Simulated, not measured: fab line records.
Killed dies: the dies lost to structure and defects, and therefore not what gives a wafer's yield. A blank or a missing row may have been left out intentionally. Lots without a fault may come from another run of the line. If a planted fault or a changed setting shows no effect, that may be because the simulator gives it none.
Problem report, 8D (eight disciplines) form, completed by code || flow gf180mcu || the parts of the form that need people (team, actions taken, sign-off) are left out

1. THE PROBLEM
Across 3 wafers from 2 lots, SALICIDE_TIN_RS at GF_SALICIDE_RS_MEAS_04 averages 14.43 ohm/sq, while fault-free wafers read 16.35 ohm/sq with a standard deviation of 0.29. That puts it -6.6 standard deviations away from the usual mean.
The step: measures by four-point-probe.
The first sign was on wafer L524.5 at day 16 03:41, on film metro-01. The record holds 39 wafers of 13 lots with a number at this step. By rule, "out" or "out of limits" means more than 4 standard deviations away from the usual mean. All remaining wafers that have a number are taken as sound.

2. WHAT THIS IS AND IS NOT
{"question": "which readings at this step", "is": "SALICIDE_TIN_RS", "is not": "-"}
{"question": "which lots", "is": "L524, L526", "is not": "L522, L525, L534, L535, L536, L537, L538, L539, L541, L542, L544"}
{"question": "which wafers of those lots", "is": "L524.5, L526.5, L526.6", "is not": "L524.3, L524.4, L526.2"}
{"question": "read on which gauges", "is": "film metro-01", "is not": "film metro-02, film metro-03"}
{"question": "when", "is": "from day 16 03:41", "is not": "up to then (5 sound wafers); but 31 sound wafers of L525, L526, L534, L535, L536, L537, L538, L539, L541, L542, L544 came after"}

3. THE SUSPECTS, EACH WITH WHAT RULES IT OUT
Counting: if a tool at a process step up to the reading ran every lot that is out, it stays a suspect. Sound lots after the first of them don't rule it out here, since some wafers of a struck lot are sound.
- the gauge at GF_SALICIDE_RS_MEAS_04: kept. All the wafers that are out were read on film metro-01, and no step on other tools shows them out.
- pvd sputter-04 at GF_SALICIDE_SPUTTER_03 (material TiN, target thk 20 nm, time 16.7 s): kept. Ran every lot that is out, first one L524 (day 16 03:37); last sound lot up to then L522 (day 15 04:07).
The count leaves film metro-01 at GF_SALICIDE_RS_MEAS_04 and pvd sputter-04 at GF_SALICIDE_SPUTTER_03.

4. THE CAUSE (what the simulator had put in)
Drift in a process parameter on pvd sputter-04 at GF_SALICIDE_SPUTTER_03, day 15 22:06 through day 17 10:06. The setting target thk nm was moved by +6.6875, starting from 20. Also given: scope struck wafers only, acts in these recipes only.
This tool is one of the 2 suspects left after counting.

5. THE CHAIN OF EFFECTS, in route order
Rows list readings where the struck wafers' mean (over those with a number) sits beyond 3 standard deviations from the usual. Only readings for which the record gives a usual standard deviation are gone through. hours: the time from each lot's start at the first step in this table that gives one to its start at this step, as a median over the lots. sigmas: the change in usual standard deviations.
{"hours": 0, "step": "GF_SALICIDE_RS_MEAS_04", "reading": "SALICIDE_TIN_RS", "usual": "16.35 ohm/sq", "on struck wafers": 14.43, "change": -1.92, "sigmas": -6.6}
{"hours": 0, "step": "GF_SALICIDE_THK_MEAS_05", "reading": "SALICIDE_TIN_THK", "usual": "20.07 nm", "on struck wafers": 27.01, "change": "+6.94", "sigmas": "+28"}
Later steps that measure or inspect, where all struck wafers having a row at the step show a number for every such reading and not one has moved that far: GF_M3_OVL_MEAS_15, GF_V3_BOW_MEAS_05.

6. HOW IT WOULD HAVE BEEN CAUGHT EARLIER
The first out-of-limits reading at a measuring or inspecting step in this record came at day 16 03:41, 6 hours after the fault's start at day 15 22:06.
An alarm limit of 4 standard deviations would not have fired on the tool readings at GF_SALICIDE_SPUTTER_03 for which the record gives a usual standard deviation, since none of them was out on any struck wafer.
Lots out: 2; of these, L526 started GF_SALICIDE_SPUTTER_03 on pvd sputter-04 after day 16 03:41. Holding the tool at that time would have saved it.
